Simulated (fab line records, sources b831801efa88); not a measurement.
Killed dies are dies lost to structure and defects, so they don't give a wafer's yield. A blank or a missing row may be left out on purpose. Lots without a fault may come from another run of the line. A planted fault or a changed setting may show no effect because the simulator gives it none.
A struck lot beside a sound one | flow sky130 | 14 steps out of a route of 708
Sound: wafers L993.1, L993.5, L993.6. Struck: wafers L106.1, L106.3, L106.4. The cause comes at the end.
At each step with rows: each side's tool, then ch and its chambers, then its first start. Under that, the readings that differ: sound wafers | struck wafers | difference of the means | sigmas: that difference in standard deviations of wafers without a fault.
alike: readings whose means differ by less than 2 such deviations, and words and numbers that are the same on both sides. not compared: withheld readings, readings that some wafer has no value for, bounds like >300 that may hide the same value, and numbers for which the record gives no deviation and whose values overlap.
The two part at a step that has a row with sigmas, a row that says differs or no value, or rows on one side only. Numbers that don't overlap but have no deviation are shown without sigmas and don't part them. A reading that every wafer of one side lacks parts them only if that side has two wafers or more.

first, 4 steps without rows for these wafers: SKY_LDD_N_SOFTBAKE_03 (time 60 s); SKY_LDD_N_EXPOSE_04 (exposes mask NTM, target cd 840 nm); SKY_LDD_N_PEB_05; SKY_LDD_N_DEVELOP_06 (develop time 60 s).
SKY_LDD_N_OVL_MEAS_07:
  sound on overlay-01, day 19 18:08; struck on overlay-02, day 24 09:32
  alike: LDD_N_OVL
then, 7 steps without rows for these wafers: SKY_LDD_N_IMPLANT_08; SKY_LDD_N_IMPLANT_09; SKY_LDD_N_IMPLANT_10; SKY_LDD_N_IMPLANT_11; SKY_LDD_N_IMPLANT_12; SKY_LDD_N_IMPLANT_13; SKY_LDD_N_IMPLANT_14.
SKY_LDD_N_IMPLANT_15:
  sound on implanter-03 ch 0, day 19 19:13; struck on implanter-04, day 24 10:37
  no value came back on the struck wafers for beam_energy_keV, beam_on_s (s); on the sound wafers beam_energy_keV reads 50.000 50.004 49.975
SKY_LDD_N_STRIP_16: strips in O2/N2.
  sound on plasma_asher-02 ch 0,1, day 19 19:22; struck on plasma_asher-03 ch 0,1, day 24 10:46
  alike: drypump_motor_current_A, oes_product_au, strip_time_to_endpoint_s
  not compared: rf_hours_counter_h

WHERE THEY PART
Only at SKY_LDD_N_IMPLANT_15, within this record. Later steps at which nothing parts them and some readings are alike: SKY_LDD_N_STRIP_16.

WHY: what the simulator had put in
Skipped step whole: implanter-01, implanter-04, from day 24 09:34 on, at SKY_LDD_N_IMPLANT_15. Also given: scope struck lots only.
